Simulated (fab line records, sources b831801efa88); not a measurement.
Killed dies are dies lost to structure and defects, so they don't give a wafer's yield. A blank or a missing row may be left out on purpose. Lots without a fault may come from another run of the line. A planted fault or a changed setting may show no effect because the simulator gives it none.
Tool commonality check | flow gf180mcu | 12 lots, 36 wafers sampled

WHY IT WAS OPENED
At GF_VT_IMPLANT_TW_MEAS_32 the reading VT_IMPLANT_3_TW is flagged on 1 of 12 lots. Wafers without a fault read 267.5, standard deviation 1.9.
Rule: a lot is flagged when every wafer of it that has a number lies more than 4 standard deviations from that mean, or none has a number. The other lots count as sound.

lot  | measured     | on            | VT_IMPLANT_3_TW, wafer by wafer | flag
L819 | day 7 02:38  | film_metro-03 | 267.6 265.6 265.6               |
L820 | day 7 08:01  | film_metro-01 | 267.7 267.2 268.0               |
L822 | day 7 22:41  | film_metro-03 | 266.3 266.9 265.8               |
L824 | day 8 14:35  | film_metro-03 | 266.5 266.9 266.3               |
L826 | day 9 02:05  | film_metro-03 | 266.7 266.6 266.6               |
L827 | day 9 08:29  | film_metro-01 | 265.7 265.1 267.4               |
L828 | day 9 13:47  | film_metro-02 | 269.2 270.1 270.1               |
L829 | day 9 21:22  | film_metro-01 | 266.2 265.4 267.3               |
L831 | day 10 12:31 | film_metro-02 | 269.9 270.7 270.1               |
L832 | day 10 17:35 | film_metro-02 | 271.2 269.3 271.0               |
L840 | day 12 19:54 | film_metro-02 | 30.1 30.2 30.0                  | FLAGGED
L841 | day 13 03:06 | film_metro-03 | 265.8 265.5 264.2               |
The numbers of the flagged lots are 30.1 on average: -237.4 against the usual, or -99 or more standard deviations.

WHICH TOOL RAN EACH LOT
The record holds 1 process step before the reading, out of a route of 602 steps. In each cell: the tool, then ch and the chambers that the sampled wafers went through, then the start.
lot  | flag    | GF_VT_IMPLANT_EXPOSE_26
L819 |         | iline_stepper-02 ch 0, day 6 18:26
L820 |         | iline_stepper-02 ch 0, day 7 00:19
L822 |         | iline_stepper-01 ch 0, day 7 14:49
L824 |         | iline_stepper-01 ch 0, day 8 06:35
L826 |         | iline_stepper-02 ch 0, day 8 17:19
L827 |         | iline_stepper-01 ch 0, day 8 23:57
L828 |         | iline_stepper-02 ch 0, day 9 05:41
L829 |         | iline_stepper-02 ch 0, day 9 12:20
L831 |         | iline_stepper-02 ch 0, day 10 03:32
L832 |         | iline_stepper-02 ch 0, day 10 08:37
L840 | FLAGGED | iline_stepper-01 ch 0, day 12 10:43
L841 |         | iline_stepper-02 ch 0, day 12 16:39
What these steps do:
- GF_VT_IMPLANT_EXPOSE_26: exposes mask LVPWELL HV AREA, target cd 860 nm.
- GF_VT_IMPLANT_TW_MEAS_32

FLAGGED OVER TOTAL, TOOL BY TOOL (the gauges that took the reading come last)
step                     | tool             | lots run | flagged | share of the flagged lots | sound lots run after its first flagged lot
GF_VT_IMPLANT_EXPOSE_26  | iline_stepper-01 | 4        | 1       | all                       | 0
GF_VT_IMPLANT_EXPOSE_26  | iline_stepper-02 | 8        | 0       | none                      | -
GF_VT_IMPLANT_TW_MEAS_32 | film_metro-01    | 3        | 0       | none                      | -
GF_VT_IMPLANT_TW_MEAS_32 | film_metro-02    | 4        | 1       | all                       | 0
GF_VT_IMPLANT_TW_MEAS_32 | film_metro-03    | 5        | 0       | none                      | -

WHAT THE TABLE ALLOWS
2 rows of the table ran every flagged lot: iline_stepper-01 at GF_VT_IMPLANT_EXPOSE_26, film_metro-02 at GF_VT_IMPLANT_TW_MEAS_32.
- iline_stepper-01 at GF_VT_IMPLANT_EXPOSE_26: 1 of its 4 lots flagged. Its last sound lot is L827 (day 8 23:57), its first flagged lot L840 (day 12 10:43): a fault that began between those two fits.
- film_metro-02 at GF_VT_IMPLANT_TW_MEAS_32: 1 of its 4 lots flagged. Its last sound lot is L832 (day 10 17:35), its first flagged lot L840 (day 12 19:54): a fault that began between those two fits.
Counting lots can't tell these 2 tools apart, because each fits a fault that began at some hour. More lots, or a look at what each step does to the wafer, might.

WHAT THE SIMULATOR HAD PUT IN
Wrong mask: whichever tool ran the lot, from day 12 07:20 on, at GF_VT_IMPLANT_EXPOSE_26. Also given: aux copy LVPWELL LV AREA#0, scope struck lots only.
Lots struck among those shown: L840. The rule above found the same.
